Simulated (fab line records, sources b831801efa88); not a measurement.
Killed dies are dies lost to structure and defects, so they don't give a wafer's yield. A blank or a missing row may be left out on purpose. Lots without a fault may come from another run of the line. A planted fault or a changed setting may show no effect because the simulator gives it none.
A struck lot beside a sound one | flow sfq_line | 15 steps out of a route of 325
Sound: wafers L687.2, L687.3, L687.5. Struck: wafers L691.3, L691.5, L691.6. The cause comes at the end.
At each step with rows: each side's tool, then ch and its chambers, then its first start. Under that, the readings that differ: sound wafers | struck wafers | difference of the means | sigmas: that difference in standard deviations of wafers without a fault.
alike: readings whose means differ by less than 2 such deviations, and words and numbers that are the same on both sides. not compared: withheld readings, readings that some wafer has no value for, bounds like >300 that may hide the same value, and numbers for which the record gives no deviation and whose values overlap.
The two part at a step that has a row with sigmas, a row that says differs or no value, or rows on one side only. Numbers that don't overlap but have no deviation are shown without sigmas and don't part them. A reading that every wafer of one side lacks parts them only if that side has two wafers or more.

SFQ_TRILAYER_JJ_CE_BARC_OPEN_RIE_150: chemistry O2, target BARC, target depth 240 nm, time 80 s.
  sound on rie_metal-04 ch 1, day 62 13:42; struck on rie_metal-01 ch 0,1, day 66 21:00
  alike: drypump_motor_current_A, oes_product_au
  not compared: rf_hours_counter_h
SFQ_TRILAYER_JJ_CE_ETCH_RIE_118: chemistry SF6, target Nb, stops on Al2O3, time 97.7 s, target depth 170 nm.
  sound on rie_metal-04 ch 1, day 62 13:47; struck on rie_metal-01 ch 0,1, day 66 21:06
  alike: drypump_motor_current_A, oes_product_au
  not compared: rf_hours_counter_h
then, 1 step without rows for these wafers: SFQ_TRILAYER_JJ_ANODIZE_ANODIZE_119.
SFQ_TRILAYER_JJ_CE_STRIP_STRIP_120: strips in O2.
  sound on rie_metal-02 ch 0,1, day 62 14:24; struck on rie_metal-01 ch 0,1, day 66 21:52
  alike: drypump_motor_current_A, oes_product_au
  not compared: rf_hours_counter_h
then, 7 steps without rows for these wafers: SFQ_TRILAYER_JJ_CE_STRIP_SOLV_CLEAN_121 (cleans in NMP, time 600 s); SFQ_TRILAYER_M5_LITHO_COAT_128 (resist thk 62 nm); SFQ_TRILAYER_M5_LITHO_COAT_123 (resist thk 600 nm); SFQ_TRILAYER_M5_LITHO_SOFTBAKE_127; SFQ_TRILAYER_M5_LITHO_EXPOSE_124 (exposes mask M5, target cd 700 nm); SFQ_TRILAYER_M5_LITHO_PEB_126 (peb time 60 s); SFQ_TRILAYER_M5_LITHO_DEVELOP_125 (time 60 s).
SFQ_M5_OVL_MEAS_932:
  sound on overlay-02, day 62 18:31; struck on overlay-02, day 67 03:04
  alike: M5_OVL
SFQ_TRILAYER_M5_BARC_OPEN_METAL_ETCH_161: etches BARC in O2, target depth 125 nm, time 41.7 s.
  sound on rie_metal-01 ch 0, day 62 18:34; struck on rie_metal-01 ch 0,1, day 67 03:07
  reading                                             | sound           | struck            | difference | sigmas
  model.KrF_of_TRILAYER_M5_LITHO_COAT_123.thk_nm (nm) | 525 525.2 523.9 | 530.2 530.5 529.7 | +5.4       |
  alike: drypump_motor_current_A, oes_product_au
  not compared: rf_hours_counter_h
SFQ_TRILAYER_M5_ETCH_METAL_ETCH_126: etches Nb in Cl2/BCl3, stops on SiO2, time 203.2 s, target depth 265 nm.
  sound on rie_metal-01 ch 0, day 62 18:43; struck on rie_metal-01 ch 0,1, day 67 03:13
  reading                                             | sound           | struck            | difference | sigmas
  model.KrF_of_TRILAYER_M5_LITHO_COAT_123.thk_nm (nm) | 372.8 373 370.1 | 376.1 377.2 376.1 | +4.5       |
  alike: drypump_motor_current_A, oes_product_au
  not compared: rf_hours_counter_h
SFQ_TRILAYER_M5_STRIP_STRIP_127: strips in O2.
  sound on rie_metal-01 ch 0, day 62 19:15; struck on rie_metal-01 ch 0,1, day 67 03:32
  alike: drypump_motor_current_A, oes_product_au
  not compared: rf_hours_counter_h

WHERE THEY PART
Nowhere in this record.

WHY: what the simulator had put in
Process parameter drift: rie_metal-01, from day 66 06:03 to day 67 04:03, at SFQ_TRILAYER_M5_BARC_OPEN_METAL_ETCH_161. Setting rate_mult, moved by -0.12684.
